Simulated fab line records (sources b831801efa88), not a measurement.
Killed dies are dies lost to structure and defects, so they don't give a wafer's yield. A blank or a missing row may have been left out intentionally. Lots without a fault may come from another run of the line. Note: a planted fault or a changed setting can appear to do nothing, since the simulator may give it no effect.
Struck lot and sound lot, side by side || flow sky130 || 35 steps out of a route of 708
Sound: the wafers L471.2, L471.3, L471.6. Struck: wafer L477.2 (L477.1, L477.3, from the same lot, were not struck and are left out); the cause is given at the end.
Order at every step that has rows: each side's tool, ch and its chambers, its first start. Under that, the readings that differ: sound wafers || struck wafers || difference of the means || sigmas: that difference in standard deviations of wafers without a fault.
alike: same words and numbers on both sides, and readings whose means sit less than 2 such deviations apart. not compared: any withheld reading, any reading some wafer has no value for, any bound like >300 that may hide the same value, and any number with overlapping values for which the record gives no deviation.
A row with sigmas, a row that says differs or no value, or rows on one side alone: a step with any of these is where the two part. Numbers that don't overlap but have no deviation are shown without sigmas and don't part them. A reading missing from all wafers of one side parts the sides only when that side holds two or more wafers.

first, 9 steps without rows for these wafers: SKY_METAL4_DESCUM_15 (chemistry O2, time 8 s); SKY_METAL4_ETCH_16 (etches BARC in N2/H2, stops on SiO2, time 88.2 s, target depth 60 nm); SKY_METAL4_ETCH_17 (etches SiO2 in C4F8/O2/Ar, stops on TiN, time 3.9 s, target depth 15 nm); SKY_METAL4_METAL_ETCH_18 (etches the open film in Cl2/BCl3, stops on SiO2, target depth 845 nm, time 183.1 s); SKY_METAL4_STRIP_19 (strips in O2/N2); SKY_METAL4_STRIP_20 (strips in post etch residue remover, time 1200 s); SKY_METAL4_CLEAN_21 (cleans in IPA, time 180 s); SKY_METAL4_CLEAN_22 (cleans in O3/DIW); SKY_VIA4_HDPCVD_00 (deposits SiO2, target thk 1750 nm, time 291.7 s).
SKY_VIA4_CMP_02: polishes SiO2.
  sound on cmp-01 ch 1,3, day 42 13:44; struck on cmp-01 ch 3, day 44 09:02
{"reading": "model.SiO2_of_VIA4_HDPCVD_00.thk_nm (nm)", "sound": "580.3 581.3 581", "struck": 520.1, "difference": -60.8, "sigmas": ""}
  alike: head_pressure_psi, motor_current_A
SKY_VIA4_BOW_MEAS_03:
  sound on film_metro-02, day 42 14:04; struck on film_metro-01, day 44 09:37
  not compared: hold, VIA4_BOW
then, 6 steps without rows for these wafers: SKY_VIA4_HMDS_05 (prime time 60 s); SKY_VIA4_COAT_06 (resist thk 1140 nm); SKY_VIA4_SOFTBAKE_07 (time 60 s); SKY_VIA4_EXPOSE_08 (exposes mask VIM4, target cd 800 nm); SKY_VIA4_PEB_09; SKY_VIA4_DEVELOP_10 (develop time 60 s).
SKY_VIA4_ETCH_12: etches SiO2 in C4F8/O2/Ar, stops on TiN, target depth 580 nm.
  sound on rie_diel-02 ch 1,3, day 43 12:38; struck on rie_diel-01 ch 1, day 45 06:26
{"reading": "oes_product_au (a.u.)", "sound": "0.924 0.927 0.925", "struck": 0.867, "difference": -0.058, "sigmas": -12}
{"reading": "model.VIA4.feature_depth_nm (nm)", "sound": "580.3 581.3 581", "struck": 520.1, "difference": -60.8, "sigmas": ""}
{"reading": "model.etch.depth_nm (nm)", "sound": "580.3 581.3 581", "struck": 520.1, "difference": -60.8, "sigmas": ""}
then, 15 steps without rows for these wafers: SKY_VIA4_STRIP_13 (strips in O2/N2); SKY_VIA4_STRIP_14 (strips in post etch residue remover, time 1200 s); SKY_VIA4_CLEAN_15 (cleans in IPA, time 180 s); SKY_VIA4_CLEAN_16 (cleans in O3/DIW); SKY_VIA4_SPUTTER_17 (material TiN, target thk 20 nm, time 80 s); SKY_VIA4_CVD_18 (deposits W, target thk 505 nm, time 152.14 s); SKY_VIA4_CMP_21 (polishes, stops on SiO2, t overpolish 25 s, target thk 0 nm); SKY_METAL5_SPUTTER_00 (material Ti, target thk 15 nm, time 10 s); SKY_METAL5_SPUTTER_01 (material TiN, target thk 20 nm, time 16.7 s); SKY_METAL5_SPUTTER_02 (material AlCu, target thk 1150 nm, time 61.2 s); SKY_METAL5_SPUTTER_03 (material Ti, target thk 5 nm, time 3.3 s); SKY_METAL5_SPUTTER_04 (material TiN, target thk 70 nm, time 58.3 s); SKY_METAL5_DEHYDRATE_07 (time 60 s); SKY_METAL5_HMDS_08 (prime time 60 s); SKY_METAL5_COAT_09 (resist thk 1800 nm).
SKY_METAL5_METAL_ETCH_15: etches the open film in Cl2/BCl3, stops on SiO2, target depth 1260 nm, time 252 s.
  sound on rie_metal-04 ch 0,1, day 44 12:02; struck on rie_metal-01 ch 0, day 46 05:18
{"reading": "drypump_motor_current_A (A)", "sound": "6.8 6.7 6.1", "struck": 4.9, "difference": -1.6, "sigmas": -3}
{"reading": "model.SiO2_of_VIA4_HDPCVD_00.thk_nm (nm)", "sound": "549.8 550.8 550.6", "struck": 488.7, "difference": -61.7, "sigmas": ""}
  alike: oes_product_au, throttle_valve_pct
  not compared: rf_hours_counter_h
SKY_PAD_OPEN_PROBE_99:
  sound on prober-01, day 46 09:27; struck on prober-01, day 47 23:52
{"reading": "killed_at_front_end", "sound": "8 14 13", "struck": 21, "difference": "+9", "sigmas": "+2"}
  alike: defect_limited_yield, killed_at_M0_to_M3, killed_at_M4_up, killed_at_contacts, killed_at_other, killed_dies, killed_open, killed_short, sort_bin_3_pad_short, sort_bin_5_function, sort_bin_6_memory, sort_n_pass, sort_yield_pct
  not compared: hold

## WHERE THEY PART
Last at SKY_PAD_OPEN_PROBE_99 as far as this record goes, first at SKY_VIA4_ETCH_12.

WHY: whatever the simulator had introduced
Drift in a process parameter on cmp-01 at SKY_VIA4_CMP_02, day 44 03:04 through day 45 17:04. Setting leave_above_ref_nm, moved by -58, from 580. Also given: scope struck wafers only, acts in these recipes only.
